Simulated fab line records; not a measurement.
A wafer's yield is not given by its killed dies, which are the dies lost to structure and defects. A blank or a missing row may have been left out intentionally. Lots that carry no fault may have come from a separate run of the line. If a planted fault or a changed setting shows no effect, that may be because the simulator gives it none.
2 desks looking at one fault + flow gf180mcu + every desk sees just its own numbers, and what lay behind them comes last

FROM THE METROLOGY DESK
Means of the sampled wafers that have a number, per lot and without regard to the tool the lot ran on: this is what the gauges read. If a lot's mean is further than 4 standard deviations from the usual mean, the lot is out of limits and carries the mark OUT (the distance appears in the brackets).
Columns: A = VT_IMPLANT_OVL at GF_VT_IMPLANT_OVL_MEAS_07, usual -0.1 nm; B = MVSD_RS at GF_VT_IMPLANT_RS_MEAS_46, usual 456.8 ohm/sq; C = HV_LDD_CVD_54_THK at GF_HV_LDD_THK_MEAS_55, usual 10.00 nm; D = CONTACT_BOW at GF_CONTACT_BOW_MEAS_05, usual 64 um
| lot  | first seen here | A    | B               | C     | D  |
|------|-----------------|------|-----------------|-------|----|
| L547 | day 5 15:14     | -0.0 | 457.2           | 10.14 | 63 |
| L548 | day 5 18:49     | 2.4  | 455.1           | 10.10 | 62 |
| L549 | day 6 05:50     | -3.5 | 457.9           | 10.17 | 61 |
| L550 | day 6 09:37     | -1.7 | 456.4           | 10.01 | 58 |
| L551 | day 6 17:39     | -0.2 | 456.7           | 10.04 | 73 |
| L552 | day 7 00:38     | 0.6  | 456.4           | 9.96  | 73 |
| L553 | day 7 07:22     | 0.4  | 457.2           | 9.92  | 64 |
| L554 | day 7 10:43     | -0.5 | 457.2           | 9.99  | 66 |
| L556 | day 8 04:05     | 0.9  | 456.6           | 10.00 | 58 |
| L559 | day 8 19:22     | 0.2  | 478.3 (+20) OUT | 10.04 | 65 |
| L560 | day 8 23:23     | -0.9 | 481.0 (+22) OUT | 10.01 | 65 |
| L569 | day 11 03:29    | 0.9  | 457.4           | 10.05 | 67 |
| L570 | day 11 11:17    | -0.4 | 457.9           | 9.86  | 67 |
This desk's result: L559, L560 out of limits, first on L559 (MVSD_RS at GF_VT_IMPLANT_RS_MEAS_46), day 11 00:49. Within limits: L547, L548, L549, L550, L551, L552, L553, L554, L556, L569, L570.

DESK OF THE TOOL OWNER: implanter-04
GF_MVSD_IMPLANT_09, tool's own readings: per-lot mean of the sampled wafers with a number, covering each lot this tool ran. If a lot's mean is further than 4 standard deviations from the usual mean, the lot is out of limits and carries the mark OUT (the distance appears in the brackets).
Columns: A = beam_energy_keV at GF_MVSD_IMPLANT_09, usual 100.00; B = dose_ions_cm2 at GF_MVSD_IMPLANT_09, usual 5e+12; C = faraday_current_uA at GF_MVSD_IMPLANT_09, usual 28.2
| lot  | first seen here | A      | B                       | C              |
|------|-----------------|--------|-------------------------|----------------|
| L548 | day 4 14:49     | 100.01 | 5e+12                   | 27.8           |
| L550 | day 5 03:22     | 100.01 | 5e+12                   | 27.9           |
| L551 | day 5 09:33     | 100.02 | 5e+12                   | 28.6           |
| L553 | day 5 23:49     | 100.01 | 5e+12                   | 28.4           |
| L559 | day 7 11:15     | 100.00 | 4e+12 (-99 or more) OUT | 20.3 (-14) OUT |
| L560 | day 7 14:48     | 100.00 | 4e+12 (-99 or more) OUT | 20.2 (-14) OUT |
This desk's finding: out of limits on L559, L560; first on L559, day 7 11:15 (dose_ions_cm2 at GF_MVSD_IMPLANT_09). Within limits: L548, L550, L551, L553.

ALL TOGETHER
At day 7 11:15, on L559, L560, the tool owner's desk was in a position to raise an alarm.
L559, L560 would have let the metrology desk raise an alarm at day 11 00:49.
GF_MVSD_IMPLANT_09 was run on implanter-04 by each of the lots named.

WHAT THE SIMULATOR HAD INSERTED
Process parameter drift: implanter-04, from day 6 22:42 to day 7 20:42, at GF_MVSD_IMPLANT_09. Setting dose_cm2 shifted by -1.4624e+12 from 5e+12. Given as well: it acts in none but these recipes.
Struck lots among those shown: L559, L560.
Counting hours from when the fault started, the first reading out of limits came at 13 for the tool owner's desk and at 98 for the metrology desk.
